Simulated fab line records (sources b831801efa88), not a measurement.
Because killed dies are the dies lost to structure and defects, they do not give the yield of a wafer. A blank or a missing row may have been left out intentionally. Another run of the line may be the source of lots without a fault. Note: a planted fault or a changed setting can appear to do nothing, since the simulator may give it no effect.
fab line records	flow sky130
record lots=7	wafers=21	last_day=50
route steps=708 shown VT_ADJUST_LVTN@116 VT_ADJUST_NCORE@119 VT_ADJUST_HVTR@131 PAD_OPEN@708
lots untouched by any fault: they come from a run of this same line in which no faults occurred
start_h: hours from the record's opening day to when the first of the lot's shown wafers began	wait_h: hours elapsed since this lot's preceding step	" identical to the entry in the row above	L1.1+2: one row covering several wafers at once	- either no value or no given start	* or withheld: withheld	< > ~ a bound
route shown NAME@n: NAME is a module with steps in the file, n the number in the route of the first one	usual: the fault-free wafers' mean and standard deviation	same: alike in all rows	chamber/n: place in a boat	sites: each site's reading	_std_site: how widely they spread, as a standard deviation	_edge_site: mean of outer sites minus mean of inner sites	radius_mm: for every site, how far away it sits from the centre of the wafer	mask NAME#n: copy n	behind: the last tool/chamber to shape the wafer	hold: what put the lot on hold/how long, in hours/how the hold closed	device: the n, p or np transistor that did not switch	end of line: at the end of the route, the tests of the same wafers	a step given without rows: its recipe and nothing more	killed: dies lost to structure and defects at the first sort, not the wafer's yield	map: the dies of a wafer, with x for killed, . for not killed, _ for no die there
set.NAME: setting as actually run; set.NAME@STEP: the setting as run at that earlier step	model.NAME: the simulator's own value behind a step, which no gauge read
certain route steps with their lots: each step a table, each wafer a row
services: from which hour (start_h, from the record's first day; less than 0 if before it) a tool's chamber was out of use, for how many hours, and why
## steps
# step SKY_VT_ADJUST_LVTN_IMPLANT_19
# recipe species=B	energy_kev=30	dose_cm2=6.5e+11	tilt_deg=withheld
# step SKY_VT_ADJUST_LVTN_STRIP_20
# recipe chemistry=O2/N2	power_w=1400	pressure_mtorr=1500	platen_temp_c=withheld	o2_flow_sccm=3000	n2_flow_sccm=300	overash_fraction=0.5
# usual drypump_motor_current_A=5.9/0.54	n2_flow_sccm=300.1/0.95	o2_flow_sccm=2999/9.6	oes_product_au=0.716/0.0048	strip_time_to_endpoint_s=14.18/0.042
lot.wafer	tool	chamber	start_h	wait_h	drypump_motor_current_A	n2_flow_sccm	o2_flow_sccm	oes_product_au	rf_hours_counter_h	strip_time_to_endpoint_s
L936.2	plasma_asher-02	1	178.57	0.1	6.3	299.9	3002	0.710	49	14.13
L936.3	"	0	"	"	6.4	300.1	2997	0.718	-	14.17
L936.6	"	0	"	"	6.4	298.7	2998	0.714	-	14.18
L940.3	plasma_asher-01	0	207.01	0.1	6.1	300.3	2986	0.711	-	14.20
L940.4	"	1	"	"	5.4	301.5	2993	0.719	-	14.22
L940.6	"	1	"	"	5.4	301.1	3001	0.709	-	14.19
L943.1	plasma_asher-02	1	228.98	0.1	6.3	301.9	2998	0.714	54	14.24
L943.5	"	0	"	"	6.4	300.2	3009	0.718	-	14.18
L943.6	"	1	"	"	6.3	301.1	3005	0.719	-	14.19
L946.1	plasma_asher-02	0	248.27	0.1	6.4	299.8	2999	0.717	56	14.24
L946.3	"	1	"	"	6.3	301.4	2991	0.713	-	14.21
L946.5	"	0	"	"	6.4	299.9	3021	0.714	-	14.18
L951.1	plasma_asher-02	0	289.98	0.1	6.4	300.2	3003	0.710	62	14.13
L951.4	"	0	"	"	6.4	298.7	2997	0.723	-	14.16
L951.6	"	1	"	"	6.3	300.6	3000	0.710	-	14.11
L954.1	plasma_asher-04	0	308.11	0.1	5.2	298.9	3010	0.715	17	14.09
L954.4	"	0	"	"	5.1	300.2	3003	0.713	-	14.07
L954.6	"	1	"	"	5.1	301.7	2988	0.713	-	14.13
L955.1	plasma_asher-02	1	310.93	0.1	6.3	299.9	3010	0.712	64	14.20
L955.4	"	0	"	"	6.4	299.3	2984	0.721	-	14.17
L955.6	"	1	"	"	6.3	298.7	3002	0.709	-	14.16
# step SKY_VT_ADJUST_LVTN_TW_MEAS_21
# usual VT_ADJUST_LVTN_2_TW=189.3/1.3
lot.wafer	tool	chamber	start_h	wait_h	VT_ADJUST_LVTN_2_TW
L936.2	film_metro-03	-	178.68	0.1	187.4
L936.3	"	-	"	"	188.4
L936.6	"	-	"	"	187.3
L940.3	film_metro-03	-	207.09	0.1	188.8
L940.4	"	-	"	"	188.2
L940.6	"	-	"	"	187.7
L943.1	film_metro-02	-	229.08	0.1	189.7
L943.5	"	-	"	"	188.8
L943.6	"	-	"	"	189.4
L946.1	film_metro-01	-	248.37	0.1	190.3
L946.3	"	-	"	"	189.6
L946.5	"	-	"	"	190.6
L951.1	film_metro-01	-	290.08	0.1	190.6
L951.4	"	-	"	"	190.5
L951.6	"	-	"	"	189.9
L954.1	film_metro-01	-	308.21	0.1	190.1
L954.4	"	-	"	"	190.3
L954.6	"	-	"	"	190.0
L955.1	film_metro-02	-	311.03	0.1	190.5
L955.4	"	-	"	"	189.7
L955.6	"	-	"	"	190.1
# step SKY_VT_ADJUST_NCORE_DEHYDRATE_00
# recipe temp_c=200	time_s=60
# step SKY_VT_ADJUST_NCORE_HMDS_01
# recipe prime_time_s=60	prime_temp_c=120
# step SKY_VT_ADJUST_NCORE_COAT_02
# recipe resist=NOVOLAK	spin_rpm=3000	resist_thk_nm=1140
# step SKY_VT_ADJUST_NCORE_SOFTBAKE_03
# recipe temp_c=90	time_s=60	resist=NOVOLAK
# step SKY_VT_ADJUST_NCORE_EXPOSE_04
# recipe mask_id=LVTN_COMPLEMENT_THIN	na=0.6	source_shape=conventional	sigma_outer=0.6	polarization=unpolarized	target_cd_nm=380	dose_mj=139
# step SKY_VT_ADJUST_NCORE_PEB_05
# recipe temp_c=withheld	time_s=*	resist=NOVOLAK
# step SKY_VT_ADJUST_NCORE_DEVELOP_06
# recipe resist=NOVOLAK	developer=TMAH	develop_time_s=60	dev_temp_c=23
# step SKY_VT_ADJUST_NCORE_CD_MEAS_07
# recipe target_cd_nm=380
# usual cd_nm=379.8/2.3
lot.wafer	tool	chamber	start_h	wait_h	cd_nm
L936.2	cd_sem-02	-	200.24	0.1	380.0
L936.3	"	-	"	"	380.9
L936.6	"	-	"	"	379.8
L940.3	cd_sem-02	-	228.66	0.1	385.1
L940.4	"	-	"	"	385.6
L940.6	"	-	"	"	383.8
L943.1	cd_sem-02	-	252.54	0.1	376.4
L943.5	"	-	"	"	378.4
L943.6	"	-	"	"	375.8
L946.1	cd_sem-02	-	272.29	0.1	378.5
L946.3	"	-	"	"	381.5
L946.5	"	-	"	"	379.1
L951.1	cd_sem-01	-	316.47	0.1	379.7
L951.4	"	-	"	"	379.9
L951.6	"	-	"	"	379.5
L954.1	cd_sem-02	-	335.14	0.1	380.8
L954.4	"	-	"	"	380.1
L954.6	"	-	"	"	378.5
L955.1	cd_sem-01	-	337.34	0.2	380.9
L955.4	"	-	"	"	379.7
L955.6	"	-	"	"	380.2
# step SKY_VT_ADJUST_NCORE_OVL_MEAS_08
# usual VT_ADJUST_NCORE_OVL=0.1/1.3
lot.wafer	tool	chamber	start_h	wait_h	VT_ADJUST_NCORE_OVL[nm]
L936.2	overlay-01	-	200.35	0.1	-1.3
L936.3	"	-	"	"	-0.1
L936.6	"	-	"	"	0.6
L940.3	overlay-02	-	228.75	0.1	1.2
L940.4	"	-	"	"	1.3
L940.6	"	-	"	"	0.7
L943.1	overlay-02	-	252.66	0.1	-1.5
L943.5	"	-	"	"	-2.4
L943.6	"	-	"	"	-1.2
L946.1	overlay-01	-	272.41	0.1	-2.6
L946.3	"	-	"	"	0.8
L946.5	"	-	"	"	-0.2
L951.1	overlay-02	-	316.59	0.1	1.2
L951.4	"	-	"	"	-1.7
L951.6	"	-	"	"	0.6
L954.1	overlay-02	-	335.26	0.1	1.1
L954.4	"	-	"	"	-0.9
L954.6	"	-	"	"	0.5
L955.1	overlay-01	-	337.46	0.1	-1.5
L955.4	"	-	"	"	0.0
L955.6	"	-	"	"	-2.4
# step SKY_VT_ADJUST_NCORE_IMPLANT_09
# recipe species=B	energy_kev=10	dose_cm2=2.4e+12	tilt_deg=withheld
lot.wafer	tool	chamber	start_h	wait_h
L936.2+3+6	implanter-04	0	200.40	0.0
L940.3+4+6	implanter-02	0	228.82	0.1
L943.1+5+6	implanter-04	0	252.72	0.1
L946.1+3+5	implanter-04	0	272.44	0.0
L946.1+3+5	implanter-04	0	272.76	0.3
L951.1+4+6	implanter-03	0	316.62	0.0
L951.1+4+6	implanter-03	0	316.94	0.3
L954.1+4+6	implanter-04	0	335.29	0.0
L954.1+4+6	implanter-04	0	335.61	0.3
L955.1+4+6	implanter-03	0	337.49	0.0
# step SKY_VT_ADJUST_NCORE_STRIP_10
# recipe chemistry=O2/N2	power_w=1400	pressure_mtorr=1500	platen_temp_c=withheld	o2_flow_sccm=3000	n2_flow_sccm=300	overash_fraction=0.5
# usual drypump_motor_current_A=5.4/0.39	n2_flow_sccm=300.0/0.78	o2_flow_sccm=3001/8.2	oes_product_au=0.716/0.0042	strip_time_to_endpoint_s=14.18/0.039
lot.wafer	tool	chamber	start_h	wait_h	drypump_motor_current_A	n2_flow_sccm	o2_flow_sccm	oes_product_au	rf_hours_counter_h	strip_time_to_endpoint_s
L936.2	plasma_asher-03	1	200.53	0.1	5.8	300.6	3010	0.715	38	14.21
L936.3	"	0	"	"	5.0	299.0	3005	0.708	-	14.22
L936.6	"	0	"	"	5.0	299.4	3002	0.717	-	14.23
L940.3	plasma_asher-04	1	228.96	0.1	5.1	299.3	2995	0.708	-	14.12
L940.4	"	0	"	"	5.1	300.4	3004	0.712	-	14.19
L940.6	"	1	"	"	5.1	299.2	3002	0.712	-	14.20
L943.1	plasma_asher-01	1	252.87	0.1	5.4	299.6	2991	0.721	54	14.17
L943.5	"	0	"	"	6.1	299.6	2992	0.715	-	14.19
L943.6	"	1	"	"	5.4	298.6	2997	0.720	-	14.21
L946.1	plasma_asher-03	0	273.00	0.2	5.0	301.4	3003	0.715	45	14.21
L946.3	"	0	"	"	5.0	301.3	2991	0.714	-	14.19
L946.5	"	1	"	"	5.8	299.9	2980	0.709	-	14.18
L951.1	plasma_asher-04	0	317.09	0.1	5.1	299.2	3012	0.714	18	14.24
L951.4	"	0	"	"	5.1	299.6	3008	0.724	-	14.19
L951.6	"	0	"	"	5.1	299.9	3011	0.720	-	14.25
L954.1	plasma_asher-04	1	335.76	0.1	5.1	299.6	2979	0.718	20	14.14
L954.4	"	1	"	"	5.1	299.2	2995	0.715	-	14.10
L954.6	"	1	"	"	5.1	297.9	2988	0.715	-	14.11
L955.1	plasma_asher-03	0	337.64	0.1	5.0	299.6	2997	0.712	53	14.19
L955.4	"	0	"	"	5.0	302.1	3000	0.713	-	14.18
L955.6	"	0	"	"	5.0	300.1	3005	0.718	-	14.12
# step SKY_VT_ADJUST_NCORE_TW_MEAS_11
# usual VT_ADJUST_NCORE_TW=220.6/1.4
lot.wafer	tool	chamber	start_h	wait_h	VT_ADJUST_NCORE_TW
L936.2	film_metro-04	-	200.64	0.1	220.5
L936.3	"	-	"	"	221.7
L936.6	"	-	"	"	220.6
L940.3	film_metro-01	-	229.04	0.1	221.3
L940.4	"	-	"	"	222.7
L940.6	"	-	"	"	223.2
L943.1	film_metro-04	-	252.97	0.1	222.1
L943.5	"	-	"	"	219.6
L943.6	"	-	"	"	222.0
L946.1	film_metro-04	-	273.10	0.1	270.6
L946.3	"	-	"	"	271.1
L946.5	"	-	"	"	269.5
L946.1	film_metro-04	-	273.32	0.2	270.1
L946.3	"	-	"	"	271.1
L946.5	"	-	"	"	270.3
L951.1	film_metro-04	-	317.19	0.1	269.9
L951.4	"	-	"	"	268.4
L951.6	"	-	"	"	268.6
L951.1	film_metro-04	-	317.46	0.3	271.3
L951.4	"	-	"	"	270.2
L951.6	"	-	"	"	270.4
L954.1	film_metro-04	-	335.86	0.1	269.0
L954.4	"	-	"	"	270.0
L954.6	"	-	"	"	269.7
L954.1	film_metro-04	-	336.08	0.2	270.9
L954.4	"	-	"	"	269.3
L954.6	"	-	"	"	268.7
L955.1	film_metro-04	-	337.74	0.1	221.2
L955.4	"	-	"	"	219.4
L955.6	"	-	"	"	219.6
# step SKY_VT_ADJUST_HVTR_DEHYDRATE_00
# recipe temp_c=200	time_s=60
# step SKY_PAD_OPEN_PROBE_99
# usual killed_at_M0_to_M3=43/7.4	killed_at_M4_up=3.1/1.9	killed_at_contacts=25/5.4	killed_at_front_end=15/4.3	killed_at_other=0.3/0.54	killed_dies=86/10	killed_open=46/7.4	killed_short=40/7
# same gross_dies=492	killed_at_back_side=0
lot.wafer	tool	chamber	start_h	wait_h	killed_at_M0_to_M3	killed_at_M4_up	killed_at_contacts	killed_at_front_end	killed_at_other	killed_dies	killed_open	killed_short
L943.1	prober-01	-	1144.19	0.1	58	3	27	23	0	111	58	52
L943.5	prober-01	-	1144.39	0.2	57	2	24	15	0	98	46	51
L943.6	prober-01	-	1144.44	0.2	34	2	20	16	0	72	36	36
# killed by level:class
L943.1 VIA1:geometric_particle:open=14 CONTACT:geometric_particle:open=13 VIA1:geometric_particle:short=9 VIA2:geometric_particle:open=9 FIELD_ISO:geometric_particle:short=8 METAL2:geometric_particle:short=7 CONTACT:geometric_particle:short=6 LI_CONTACT:geometric_particle:open=5
L943.5 VIA1:geometric_particle:open=13 CONTACT:geometric_particle:short=10 CONTACT:geometric_particle:open=8 VIA1:geometric_particle:short=8 VIA2:geometric_particle:open=8 METAL3:geometric_particle:short=7 FIELD_ISO:geometric_particle:open=6 VIA2:geometric_particle:short=5
L943.6 CONTACT:geometric_particle:open=8 VIA3:geometric_particle:open=7 CONTACT:geometric_particle:short=6 FIELD_ISO:geometric_particle:short=5 VIA1:geometric_particle:short=5 VIA1:geometric_particle:open=5 METAL1:geometric_particle:short=4 METAL2:geometric_particle:short=4
## services
tool	chamber	start_h	hours	kind
implanter-02	-	160.02	4.9	repair
plasma_asher-03	-	162.50	0.8	repair
plasma_asher-01	-	180.68	1.0	repair
plasma_asher-01	-	190.72	5.4	repair
plasma_asher-01	-	193.62	7.4	repair
implanter-02	-	196.11	2.9	pm
implanter-04	-	209.42	3.1	pm
plasma_asher-03	-	229.82	0.3	repair
implanter-02	-	234.91	1.5	repair
plasma_asher-01	-	239.41	1.6	repair
implanter-02	-	249.80	2.9	repair
implanter-03	-	252.04	3.5	repair
plasma_asher-03	-	252.71	2.8	pm
plasma_asher-01	-	267.53	15.6	pm
implanter-03	-	271.75	3.0	repair
plasma_asher-04	-	277.87	0.9	repair
plasma_asher-04	-	278.74	14.6	pm
plasma_asher-01	-	283.13	2.8	pm
plasma_asher-04	-	328.04	3.7	repair
## key
first_sign step=SKY_VT_ADJUST_NCORE_IMPLANT_09	reading=visit	direction=added
effect step=SKY_VT_ADJUST_NCORE_TW_MEAS_11	reading=visit	direction=added
effect step=SKY_VT_ADJUST_NCORE_TW_MEAS_11	reading=VT_ADJUST_NCORE_TW	direction=up	sigmas=35	usual=220.6	struck=269.6
met_at SKY_VT_ADJUST_NCORE_IMPLANT_09
struck_wafers L946.1,L946.3,L946.5,L951.1,L951.4,L951.6,L954.1,L954.4,L954.6
tester_left_out L946,L951,L954
fault kind=repeated_step_whole	tool=implanter-02,implanter-03,implanter-04	chamber=-	onset_h=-	steps=SKY_VT_ADJUST_NCORE_IMPLANT_09	times=1	scope=struck_lots_only
# tester_left_out: of these lots the tester's yield and bins aren't shown, on N5 and GAA mostly nor the transistor test; their killed dies are dies lost to structure and defects alone, not to doping, threshold or leakage, so they don't give the yield
